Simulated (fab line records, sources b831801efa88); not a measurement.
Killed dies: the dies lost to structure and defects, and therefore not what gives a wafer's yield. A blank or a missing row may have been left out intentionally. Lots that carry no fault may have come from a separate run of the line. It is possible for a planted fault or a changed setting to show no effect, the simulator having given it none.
Which tool was responsible? -- flow sky130 -- 42 wafers from 14 lots sampled at 4 of the route's 708 steps

== WHAT THE GAUGES SHOWED, per wafer ==
SKY_POLY_GATE_OVL_MEAS_14.
lot,measured,on,POLY_GATE_OVL (nm)
L318,day 16 20:27,overlay-01,-12 0 0
L319,day 16 20:48,overlay-02,7 2 -1
L321,day 17 07:03,overlay-01,-7 -2 0
L323,day 19 11:41,overlay-02,0 4 -3
L328,day 21 04:50,overlay-02,-10 2 -10
L327,day 21 07:02,overlay-02,-2 5 -1
L326,day 21 07:13,overlay-01,-6 -5 0
L330,day 22 01:03,overlay-02,-8 -9 0
L334,day 22 23:34,overlay-02,2 3 -1
L333,day 23 02:09,overlay-02,-8 -1 3
L336,day 23 13:19,overlay-01,-15 -11 -8
L338,day 23 21:34,overlay-01,-10 -7 -4
L340,day 24 06:01,overlay-02,-7 2 -10
L339,day 24 10:32,overlay-02,-1 -4 -3

SKY_LDD_P_OVL_MEAS_08.
lot,measured,on,LDD_P_OVL (nm)
L318,day 19 13:59,overlay-02,-0.5 2.8 -0.1
L319,day 19 11:58,overlay-01,-0.3 -0.9 -1.2
L321,day 19 22:39,overlay-02,-0.4 0.5 0.9
L323,day 22 05:32,overlay-02,1.7 1.4 3.6
L328,day 23 21:23,overlay-02,1.0 0.7 -0.2
L327,day 23 22:34,overlay-02,-0.9 0.0 0.2
L326,day 23 23:07,overlay-02,1.1 0.7 -0.1
L330,day 24 15:32,overlay-02,2.3 -0.7 0.8
L334,day 25 14:41,overlay-02,0.1 1.4 0.3
L333,day 25 16:26,overlay-01,-0.2 0.1 0.6
L336,day 26 03:52,overlay-02,-0.2 -0.5 -0.3
L338,day 26 11:47,overlay-02,-0.2 0.6 -0.4
L340,day 26 18:43,overlay-02,-0.8 0.7 -1.7
L339,day 27 00:58,overlay-01,-1.2 -1.1 -0.8

SKY_SD_P_TW_MEAS_11.
lot,measured,on,SD_P_TW
L318,day 26 01:40,film_metro-02,2800 2791 2781
L319,day 25 22:00,film_metro-03,2807 2787 2800
L321,day 26 11:25,film_metro-01,2820 2802 2843
L323,day 28 13:28,film_metro-02,2815 2808 2802
L328,day 30 00:16,film_metro-01,2811 2831 2824
L327,day 30 01:54,film_metro-02,2813 2810 2817
L326,day 30 04:40,film_metro-01,2824 2830 2822
L330,day 30 19:21,film_metro-03,2786 2776 2790
L334,day 31 17:42,film_metro-02,2814 2832 2821
L333,day 31 18:46,film_metro-01,2800 2804 2813
L336,day 32 02:53,film_metro-01,2811 2816 2804
L338,day 32 11:19,film_metro-02,2828 2803 2802
L340,day 32 19:51,film_metro-01,2809 2816 2811
L339,day 32 22:11,film_metro-02,2800 2810 2810

== WHAT TOOL EACH LOT RAN ON (gives the tool, then ch and the chambers of the sampled wafers, and finally the start) ==
lot,SKY_LDD_LDN_IMPLANT_11
L318,"implanter-03 ch 0, day 23 10:28"
L319,"implanter-02 ch 0, day 23 08:18"
L321,"implanter-01 ch 0, day 23 18:19"
L323,"implanter-02 ch 0, day 26 01:11"
L328,"implanter-02 ch 0, day 27 14:11"
L327,"implanter-01 ch 0, day 27 14:47"
L326,"implanter-02 ch 0, day 27 16:28"
L330,"implanter-01 ch 0, day 28 08:47"
L334,"implanter-01 ch 0, day 29 05:29"
L333,"implanter-03 ch 0, day 29 06:53"
L336,"implanter-01 ch 0, day 29 17:10"
L338,"implanter-01 ch 0, day 30 01:29"
L340,"implanter-01 ch 0, day 30 10:08"
L339,"implanter-01 ch 0, day 30 13:19"
- SKY_LDD_LDN_IMPLANT_11

== AS READ BY THE TOOLS THEMSELVES (means over the sampled wafers that have a number; for cases with no such wafer, the mark the record gives instead) ==
SKY_LDD_LDN_IMPLANT_11.
lot,tool,beam_energy_keV
L318,implanter-03,14.998
L319,implanter-02,14.997
L321,implanter-01,14.999
L323,implanter-02,14.996
L328,implanter-02,15.701
L327,implanter-01,14.999
L326,implanter-02,15.703
L330,implanter-01,14.999
L334,implanter-01,14.998
L333,implanter-03,14.998
L336,implanter-01,14.995
L338,implanter-01,15.001
L340,implanter-01,15.001
L339,implanter-01,14.994

== THE ANSWER, worked out from the rows above alone ==
Rule: usual is defined by the lots themselves. The widest of any qualifying gaps counts: lots, ordered by their means at a reading, are off when they make up no more than a third of the lots, leave a main group of 4 or more, and stand apart from it by 3 or more times the standard deviation of that group's means. A main group is skipped when, at the precision printed for the reading in the tables above, its means are all equal. A lot without any number at a reading at which 4 lots or more have one is off too. All remaining lots with rows at the step are treated as sound. Order of review: gauges by route order, followed by the tools' own readings, for which a lot's mean as printed above is used. The first step at which some lot is off is used, and at that step the reading that is off furthest; a lot without a number counts as furthest.
Off, at SKY_LDD_LDN_IMPLANT_11 on beam_energy_keV: L328, L326. For the main group the mean is 14.998 and the standard deviation 0.0021.
If a tool, at that step or one of the process steps before it, ran each lot that is off and ran no sound lot following the first of them, it fits. One fits: SKY_LDD_LDN_IMPLANT_11 on implanter-02. A fault onset in the window from L323 (day 26 01:11, its last sound lot) to L328 (day 27 14:11, its first lot off) fits.
The tool's own readings at SKY_LDD_LDN_IMPLANT_11 bear it out: on the lots that are off they differ by more than 5 times the standard deviation of the sound lots' means. beam_energy_keV reads 15.702 there against 14.998 on the sound lots.

== WHAT THE SIMULATOR HAD INSERTED ==
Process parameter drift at SKY_LDD_LDN_IMPLANT_11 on implanter-02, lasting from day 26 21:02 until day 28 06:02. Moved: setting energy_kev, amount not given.
Lots struck among those shown: L328, L326. The rule above reached the same finding.
